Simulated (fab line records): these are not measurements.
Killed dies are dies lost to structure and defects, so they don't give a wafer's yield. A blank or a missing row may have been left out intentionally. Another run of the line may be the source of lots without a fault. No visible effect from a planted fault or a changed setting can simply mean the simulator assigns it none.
Which of the tools did it? + flow gf180mcu + 6 lots with 18 wafers sampled at 2 steps, on a route of 602 steps

== WHAT THE GAUGES READ, wafer by wafer ==
GF_HV_LDD_THK_MEAS_55.
| lot  | measured     | on            | HV_LDD_CVD_54_THK (nm) |
|------|--------------|---------------|------------------------|
| L174 | day 12 21:18 | film_metro-04 | 9.89 9.90 9.96         |
| L176 | day 13 10:08 | film_metro-02 | 9.82 9.78 9.69         |
| L180 | day 14 22:49 | film_metro-01 | 9.98 9.97 9.96         |
| L186 | day 16 19:08 | film_metro-02 | 8.00 7.69 7.91         |
| L190 | day 18 11:05 | film_metro-04 | 9.99 10.13 10.12       |
| L195 | day 19 23:17 | film_metro-04 | 10.33 10.11 10.15      |

== WHICH TOOL RAN EACH LOT (tool, then ch and the chambers of the sampled wafers, then the start) ==
| lot  | GF_HV_LDD_CVD_54            |
|------|-----------------------------|
| L174 | lpcvd-01 ch 0, day 12 20:12 |
| L176 | lpcvd-01 ch 1, day 13 09:07 |
| L180 | lpcvd-02 ch 1, day 14 21:46 |
| L186 | lpcvd-02 ch 0, day 16 18:07 |
| L190 | lpcvd-01 ch 0, day 18 10:03 |
| L195 | lpcvd-01 ch 0, day 19 22:15 |
- GF_HV_LDD_CVD_54: deposits SiO2 from TEOS, target thk 10 nm, time 75 s.

== THE ANSWER, worked out from the rows above alone ==
Rule: the lots themselves supply what counts as usual. Put in order of their means at a reading, lots are off if they are a third of the lots or fewer, leave a main group of 4 or more, and stand apart from it by a gap of 3 or more times the standard deviation of the main group's means; of several such gaps the widest counts. If all means in a main group match to the digits the tables above print for the reading, that group is not used. A lot without any number at a reading at which 4 lots or more have one is off too. The other lots that the step has rows for count as sound.
Off: at GF_HV_LDD_THK_MEAS_55 (HV_LDD_CVD_54_THK), L186. Mean 9.99 nm and standard deviation 0.15 in the main group.
If a tool, at a process step before that reading, ran all the lots that are off and no sound lot after the first of them, it fits. The gauges at GF_HV_LDD_THK_MEAS_55 are tried like those tools. Can't be told from this: 2 tools fit, lpcvd-02 at GF_HV_LDD_CVD_54, film_metro-02 at GF_HV_LDD_THK_MEAS_55.

== WHAT HAD BEEN PUT IN BY THE SIMULATOR ==
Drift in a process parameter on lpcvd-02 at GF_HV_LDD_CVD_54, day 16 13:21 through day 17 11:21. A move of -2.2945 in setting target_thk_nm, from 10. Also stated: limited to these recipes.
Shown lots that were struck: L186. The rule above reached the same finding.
